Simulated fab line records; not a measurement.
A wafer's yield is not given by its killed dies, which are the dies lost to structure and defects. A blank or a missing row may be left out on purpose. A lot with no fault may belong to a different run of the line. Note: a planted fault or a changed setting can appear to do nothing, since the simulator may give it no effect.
2 desks looking at one fault :: flow gf180mcu :: each desk holds nothing but its own numbers, with what lay behind them at the end

## FROM THE METROLOGY DESK
What the gauges read for every lot (on any tool): the sampled wafers with a number, averaged. If a lot's mean is further than 4 standard deviations from the usual mean, the lot is out of limits and carries the mark OUT (the distance appears in the brackets).
Columns: A = V3_W_RS at GF_V3_RS_MEAS_24, usual 0.328 ohm/sq; B = V3_W_THK at GF_V3_THK_MEAS_25, usual 357 nm
lot: L957
first seen here: day 23 23:41
A: 0.322
B: 368

lot: L958
first seen here: day 24 07:16
A: 0.295 (-10) OUT
B: 394 (+8.0) OUT

lot: L959
first seen here: day 24 12:23
A: 0.290 (-12) OUT
B: 401 (+9.5) OUT

lot: L965
first seen here: day 26 14:26
A: 0.330
B: 356

lot: L968
first seen here: day 27 14:17
A: 0.330
B: 356

lot: L971
first seen here: day 28 04:59
A: 0.327
B: 358

lot: L972
first seen here: day 28 13:34
A: 0.325
B: 360

lot: L973
first seen here: day 28 22:10
A: 0.328
B: 358

lot: L974
first seen here: day 28 23:50
A: 0.325
B: 356

lot: L976
first seen here: day 29 15:50
A: 0.325
B: 357
This desk reports L958, L959 out of limits; the earliest was L958 at day 24 07:16 (V3_W_RS at GF_V3_RS_MEAS_24). Within limits: L957, L965, L968, L971, L972, L973, L974, L976.

## FOR THE TOOL OWNER'S DESK: cvdW-01
The tool's own readings at GF_V3_CVD_23 (deposits W, target thk 350 nm, time 104.9 s): means of the sampled wafers that have a number, for each lot that ran on this tool. If a lot's mean is further than 4 standard deviations from the usual mean, the lot is out of limits and carries the mark OUT (the distance appears in the brackets).
Columns: A = heaterPowerW at GF_V3_CVD_23, usual 737 W; B = susceptorTempC at GF_V3_CVD_23, usual 400.00 C
lot: L957
first seen here: day 23 23:35
A: 739
B: 400.04

lot: L958
first seen here: day 24 07:09
A: 783
B: 406.69 (+30) OUT

lot: L959
first seen here: day 24 12:16
A: 778
B: 406.30 (+29) OUT

lot: L968
first seen here: day 27 14:09
A: 751
B: 400.28

lot: L971
first seen here: day 28 04:51
A: 711
B: 400.06

lot: L972
first seen here: day 28 13:27
A: 786
B: 400.04

lot: L973
first seen here: day 28 22:03
A: 705
B: 399.90

lot: L974
first seen here: day 28 23:44
A: 738
B: 399.78

lot: L976
first seen here: day 29 15:43
A: 776
B: 400.05
This desk's finding: out of limits on L958, L959; first on L958, day 24 07:09 (susceptorTempC at GF_V3_CVD_23). Within limits: L957, L968, L971, L972, L973, L974, L976.

## ALL TOGETHER
At day 24 07:09, on L958, L959, the tool owner's desk was in a position to raise an alarm.
The metrology desk could have raised an alarm at day 24 07:16, on L958, L959.
On cvdW-01, each named lot ran GF_V3_CVD_23.

## WHAT WAS PUT IN BY THE SIMULATOR
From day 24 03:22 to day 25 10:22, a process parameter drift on cvdW-01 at GF_V3_CVD_23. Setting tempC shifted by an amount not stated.
Shown lots that were struck: L958, L959.
Fault start to first reading out of limits, in hours, per desk: tool owner, 4; metrology, 4.
